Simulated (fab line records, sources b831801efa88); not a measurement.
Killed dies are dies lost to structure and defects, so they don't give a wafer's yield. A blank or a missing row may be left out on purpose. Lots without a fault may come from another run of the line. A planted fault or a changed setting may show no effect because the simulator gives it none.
fab line records | flow gf180mcu
record lots=11 wafers=31 last_day=34
route steps=602 shown M1@319 M2@364 V2@387
lots that met no fault: from a run of the same line without faults
start_h: hours from the record's first day to the start of the lot's first wafer shown | wait_h: hours since the lot's step before | " the same as in the row above | L1.1+2: a row that stands for several wafers | - no value, or no start given | * or withheld: withheld | < > ~ a bound
route shown NAME@n: a module of which the file shows steps, and the number in the route of the first | usual: mean/standard deviation of fault-free wafers | same: alike in all rows | chamber/n: place in a boat | sites: the reading at each site | _std_site: their standard deviation | _edge_site: outer sites' mean less inner sites' | radius_mm: how far each site lies from the wafer's centre | mask NAME#n: copy n | behind: the tool/chamber that last shaped the wafer | hold: why the lot was held/for how many hours/how that ended | device: the transistor (n, p or np) that didn't switch | end of line: the same wafers' tests at the end of the route | a step without rows: its recipe alone | killed: dies lost to structure and defects at the first sort, not the wafer's yield | map: a wafer's dies, x killed, . not, _ none there
set.NAME: the setting as run; set.NAME@STEP: as run at that earlier step | model.NAME: the simulator's own value behind a step, which no gauge read
steps of the route over a sample of lots; a table a step, a row a wafer
services: from which hour (start_h, from the record's first day; less than 0 if before it) a tool's chamber was out of use, for how many hours, and why
## steps
# step GF_M1_SPUTTER_04
# recipe material=TiN target_thk_nm=50 power_w=6500 time_s=41.7 chamber_pressure_pa=0.4
# usual chamber_pressure_pa=0.4000/0.0008 throttle_valve_pct=29.6/1.1
# columns lot.wafer tool chamber start_h wait_h chamber_pressure_pa throttle_valve_pct
L996.4 pvd_sputter-04 - 358.04 0.0 0.3989 29.5
L996.5 " - " " 0.3988 29.7
L996.6 " - " " 0.4009 29.8
L997.1 pvd_sputter-04 - 367.11 0.0 0.3996 29.7
L997.2 " - " " 0.3996 29.8
L997.4 " - " " 0.4011 29.5
L998.2 pvd_sputter-01 - 373.92 0.0 0.4003 29.1
L998.3 " - " " 0.4007 30.4
L998.6 " - " " 0.3992 29.8
L999.1 pvd_sputter-01 - 386.01 0.0 0.3992 29.9
L999.3 " - " " 0.4001 27.3
L999.5 " - " " 0.3996 28.6
L100.5 pvd_sputter-03 - 391.01 0.0 0.3990 30.0
L100.6 " - " " 0.3998 29.6
L104.1 pvd_sputter-03 - 437.35 0.0 0.3980 27.9
L104.4 " - " " 0.4008 29.7
L104.5 " - " " 0.4000 27.8
L106.2 pvd_sputter-03 - 473.95 0.0 0.3985 29.7
L106.4 " - " " 0.4002 29.7
L106.5 " - " " 0.3999 29.7
L108.2 pvd_sputter-03 - 497.25 0.0 0.3994 32.4
L108.5 " - " " 0.4018 28.2
L108.6 " - " " 0.3999 29.8
L110.1 pvd_sputter-03 - 499.15 0.0 0.4000 32.2
L110.4 " - " " 0.3982 29.9
L110.6 " - " " 0.4000 32.5
L114.2 pvd_sputter-04 - 527.10 0.0 0.3996 29.8
L114.5 " - " " 0.4008 30.3
L117.1 pvd_sputter-04 - 542.81 0.0 0.3999 29.7
L117.3 " - " " 0.3995 29.8
L117.5 " - " " 0.4005 29.8
# step GF_M1_RS_MEAS_05
# recipe thk_meas_gauge=four-point-probe reads=TiN_of_M1_SPUTTER_04+Ti_of_M1_SPUTTER_03+AlCu_of_M1_SPUTTER_02+TiN_of_M1_SPUTTER_01+Ti_of_M1_SPUTTER_00
# usual M1_ALCU_RS=0.0696/0.00094
# columns lot.wafer tool chamber start_h wait_h M1_ALCU_RS[ohm/sq]
L996.4 film_metro-03 - 358.14 0.1 0.0686
L996.5 " - " " 0.0693
L996.6 " - " " 0.0710
L997.1 film_metro-04 - 367.15 0.0 0.0684
L997.2 " - " " 0.0700
L997.4 " - " " 0.0682
L998.2 film_metro-03 - 373.98 0.0 0.0698
L998.3 " - " " 0.0689
L998.6 " - " " 0.0686
L999.1 film_metro-02 - 386.05 0.0 0.0689
L999.3 " - " " 0.0690
L999.5 " - " " 0.0698
L100.5 film_metro-03 - 391.11 0.1 0.0684
L100.6 " - " " 0.0687
L104.1 film_metro-04 - 437.39 0.0 0.0690
L104.4 " - " " 0.0698
L104.5 " - " " 0.0692
L106.2 film_metro-03 - 474.01 0.0 0.0701
L106.4 " - " " 0.0691
L106.5 " - " " 0.0695
L108.2 film_metro-02 - 497.31 0.0 0.0701
L108.5 " - " " 0.0691
L108.6 " - " " 0.0696
L110.1 film_metro-02 - 499.19 0.0 0.0702
L110.4 " - " " 0.0682
L110.6 " - " " 0.0698
L114.2 film_metro-03 - 527.16 0.0 0.0699
L114.5 " - " " 0.0691
L117.1 film_metro-04 - 542.85 0.0 0.0700
L117.3 " - " " 0.0719
L117.5 " - " " 0.0719
# step GF_M2_SPUTTER_02
# recipe material=AlCu target_thk_nm=450 power_w=10600 time_s=23.9 chamber_pressure_pa=0.4
# usual chamber_pressure_pa=0.4001/0.00075 throttle_valve_pct=29.5/1.3
# columns lot.wafer tool chamber start_h wait_h chamber_pressure_pa throttle_valve_pct
L996.4 pvd_sputter-02 - 406.43 0.0 0.4011 30.2
L996.5 " - " " 0.3985 28.1
L996.6 " - " " 0.4010 30.3
L997.1 pvd_sputter-03 - 415.47 0.0 0.4009 28.1
L997.2 " - " " 0.4000 29.6
L997.4 " - " " 0.4012 32.3
L998.2 pvd_sputter-01 - 423.20 0.0 0.3997 28.8
L998.3 " - " " 0.4003 29.9
L998.6 " - " " 0.3997 27.3
L999.1 pvd_sputter-02 - 436.00 0.0 0.4003 30.4
L999.3 " - " " 0.4011 31.3
L999.5 " - " " 0.3995 30.3
L100.5 pvd_sputter-03 - 440.11 0.0 0.3983 30.0
L100.6 " - " " 0.3993 32.1
L104.1 pvd_sputter-01 - 490.13 0.0 0.3999 28.9
L104.4 " - " " 0.4003 30.0
L104.5 " - " " 0.3992 29.2
L106.2 pvd_sputter-01 - 524.17 0.0 0.4002 30.0
L106.4 " - " " 0.4003 29.0
L106.5 " - " " 0.4004 29.6
L108.2 pvd_sputter-03 - 547.43 0.0 0.3996 30.1
L108.5 " - " " 0.4005 32.2
L108.6 " - " " 0.3988 29.8
L110.1 pvd_sputter-03 - 548.40 0.0 0.4009 29.9
L110.4 " - " " 0.3996 28.0
L110.6 " - " " 0.3992 32.2
L114.2 pvd_sputter-03 - 574.92 0.0 0.4001 29.8
L114.5 " - " " 0.3988 29.7
L117.1 pvd_sputter-03 - 589.35 0.0 0.3999 28.2
L117.3 " - " " 0.4006 32.2
L117.5 " - " " 0.4004 27.9
# step GF_M2_RS_MEAS_05
# recipe thk_meas_gauge=four-point-probe reads=TiN_of_M2_SPUTTER_04+Ti_of_M2_SPUTTER_03+AlCu_of_M2_SPUTTER_02+TiN_of_M2_SPUTTER_01+Ti_of_M2_SPUTTER_00
# usual M2_ALCU_RS=0.0694/0.00093
# columns lot.wafer tool chamber start_h wait_h hold M2_ALCU_RS[ohm/sq]
L996.4 film_metro-01 - 406.58 0.1 - 0.0692
L996.5 " - " " - 0.0680
L996.6 " - " " - 0.0690
L997.1 film_metro-01 - 415.56 0.0 - 0.0703
L997.2 " - " " - 0.0702
L997.4 " - " " - 0.0690
L998.2 film_metro-03 - 423.31 0.0 - 0.0701
L998.3 " - " " - 0.0684
L998.6 " - " " - 0.0692
L999.1 film_metro-01 - 436.09 0.0 - 0.0681
L999.3 " - " " - 0.0678
L999.5 " - " " - 0.0692
L100.5 film_metro-01 - 440.26 0.1 - 0.0696
L100.6 " - " " - 0.0695
L104.1 film_metro-02 - 490.22 0.0 await_dispo/0.2h/release 0.0804
L104.4 " - " " await_dispo/0.2h/release 0.0781
L104.5 " - " " await_dispo/0.2h/release 0.0799
L104.1 film_metro-02 - 490.51 0.3 - 0.0802
L104.4 " - " " - 0.0783
L104.5 " - " " - 0.0798
L106.2 film_metro-02 - 524.28 0.0 await_dispo/0.2h/release 0.0799
L106.4 " - " " await_dispo/0.2h/release 0.0822
L106.5 " - " " await_dispo/0.2h/release 0.0809
L106.2 film_metro-02 - 524.57 0.3 - 0.0798
L106.4 " - " " - 0.0822
L106.5 " - " " - 0.0810
L108.2 film_metro-02 - 547.54 0.0 - 0.0695
L108.5 " - " " - 0.0696
L108.6 " - " " - 0.0696
L110.1 film_metro-02 - 548.49 0.0 - 0.0690
L110.4 " - " " - 0.0699
L110.6 " - " " - 0.0698
L114.2 film_metro-03 - 575.03 0.0 - 0.0695
L114.5 " - " " - 0.0691
L117.1 film_metro-03 - 589.44 0.0 - 0.0702
L117.3 " - " " - 0.0695
L117.5 " - " " - 0.0697
# step GF_M2_THK_MEAS_06
# recipe thk_meas_gauge=xrf reads=AlCu_of_M2_SPUTTER_02
# usual M2_ALCU_THK=452/6.4
# columns lot.wafer tool chamber start_h wait_h hold M2_ALCU_THK[nm]
L996.4 film_metro-01 - 406.67 0.1 - 453
L996.5 " - " " - 460
L996.6 " - " " - 455
L997.1 film_metro-01 - 415.68 0.1 - 448
L997.2 " - " " - 446
L997.4 " - " " - 455
L998.2 film_metro-03 - 423.42 0.1 - 450
L998.3 " - " " - 458
L998.6 " - " " - 452
L999.1 film_metro-01 - 436.21 0.1 - 461
L999.3 " - " " - 461
L999.5 " - " " - 453
L100.5 film_metro-01 - 440.34 0.1 - 451
L100.6 " - " " - 452
L104.1 film_metro-02 - 493.02 2.5 await_dispo/0.2h/release 403
L104.4 " - " " await_dispo/0.2h/release 411
L104.5 " - " " await_dispo/0.2h/release 404
L104.1 film_metro-02 - 493.25 0.2 - 401
L104.4 " - " " - 409
L104.5 " - " " - 405
L106.2 film_metro-02 - 527.25 2.7 await_dispo/0.2h/release 401
L106.4 " - " " await_dispo/0.2h/release 392
L106.5 " - " " await_dispo/0.2h/release 397
L106.2 film_metro-02 - 527.48 0.2 - 401
L106.4 " - " " - 390
L106.5 " - " " - 397
L108.2 film_metro-02 - 547.65 0.1 - 451
L108.5 " - " " - 450
L108.6 " - " " - 450
L110.1 film_metro-02 - 548.61 0.1 - 454
L110.4 " - " " - 451
L110.6 " - " " - 449
L114.2 film_metro-03 - 575.14 0.1 - 450
L114.5 " - " " - 455
L117.1 film_metro-03 - 589.56 0.1 - 446
L117.3 " - " " - 449
L117.5 " - " " - 448
# step GF_V2_BOW_MEAS_05
# recipe mode=bow
# usual V2_BOW=99/8.9
# columns lot.wafer tool chamber start_h wait_h V2_BOW[um]
L996.4 film_metro-03 - 431.81 0.2 105
L996.5 " - " " 103
L996.6 " - " " 103
L997.1 film_metro-03 - 440.06 0.1 110
L997.2 " - " " 92
L997.4 " - " " 105
L998.2 film_metro-01 - 449.11 0.2 97
L998.3 " - " " 105
L998.6 " - " " 89
L999.1 film_metro-01 - 461.51 0.2 85
L999.3 " - " " 71
L999.5 " - " " 78
L100.5 film_metro-04 - 465.81 0.1 112
L100.6 " - " " 104
L104.1 film_metro-03 - 514.68 0.2 92
L104.4 " - " " 91
L104.5 " - " " 95
L106.2 film_metro-03 - 548.80 0.2 90
L106.4 " - " " 102
L106.5 " - " " 86
L108.2 film_metro-01 - 570.06 0.2 106
L108.5 " - " " 105
L108.6 " - " " 117
L110.1 film_metro-01 - 571.14 0.2 97
L110.4 " - " " 99
L110.6 " - " " 101
L114.2 film_metro-04 - 597.75 0.2 101
L114.5 " - " " 95
L117.1 film_metro-01 - 612.10 0.2 96
L117.3 " - " " 111
L117.5 " - " " 91
## services
# columns tool chamber start_h hours kind
pvd_sputter-03 2 337.83 - consumable_replace:kit
pvd_sputter-03 2 337.83 18.0 scheduled_down
pvd_sputter-03 2 337.83 18.0 vent_cycle
pvd_sputter-01 - 340.79 4.4 repair
pvd_sputter-01 - 359.89 11.3 repair
pvd_sputter-02 - 362.83 1.9 repair
pvd_sputter-04 1 365.16 - consumable_replace:kit
pvd_sputter-04 1 365.16 18.0 scheduled_down
pvd_sputter-04 1 365.16 18.0 vent_cycle
pvd_sputter-04 - 385.58 9.3 repair
pvd_sputter-02 - 422.27 7.5 repair
pvd_sputter-02 2 464.99 - consumable_replace:kit
pvd_sputter-02 2 464.99 18.0 scheduled_down
pvd_sputter-02 2 464.99 18.0 vent_cycle
pvd_sputter-01 0 508.14 - consumable_replace:kit
pvd_sputter-01 0 508.14 18.0 scheduled_down
pvd_sputter-01 0 508.14 18.0 vent_cycle
pvd_sputter-01 - 518.69 1.6 repair
pvd_sputter-01 - 541.92 3.5 repair
pvd_sputter-04 - 573.87 4.4 repair
pvd_sputter-03 - 580.04 2.1 repair
pvd_sputter-03 1 584.74 - consumable_replace:kit
pvd_sputter-03 1 584.74 18.0 scheduled_down
pvd_sputter-03 1 584.74 18.0 vent_cycle
## key
first_sign step=GF_M2_RS_MEAS_05 reading=visit direction=added
effect step=GF_M2_RS_MEAS_05 reading=M2_ALCU_RS direction=up sigmas=12 usual=0.0694 struck=0.0802
effect step=GF_M2_THK_MEAS_06 reading=visit direction=added
effect step=GF_M2_THK_MEAS_06 reading=M2_ALCU_THK direction=down sigmas=8 usual=452 struck=401
met_at GF_M2_SPUTTER_02
struck_lots L104,L106
not_acting_at GF_M1_SPUTTER_04,GF_M1_RS_MEAS_05,GF_V2_BOW_MEAS_05
onset_between 423.20 490.13
fault kind=site_profile_drift tool=pvd_sputter-01 chamber=- onset_h=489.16 steps=GF_M2_SPUTTER_02 basis=fraction max_abs_drift=0.27364 slope_share_per_hr=60.809 site_pattern=0,0,0,0,0,-1,-1,-1,-1
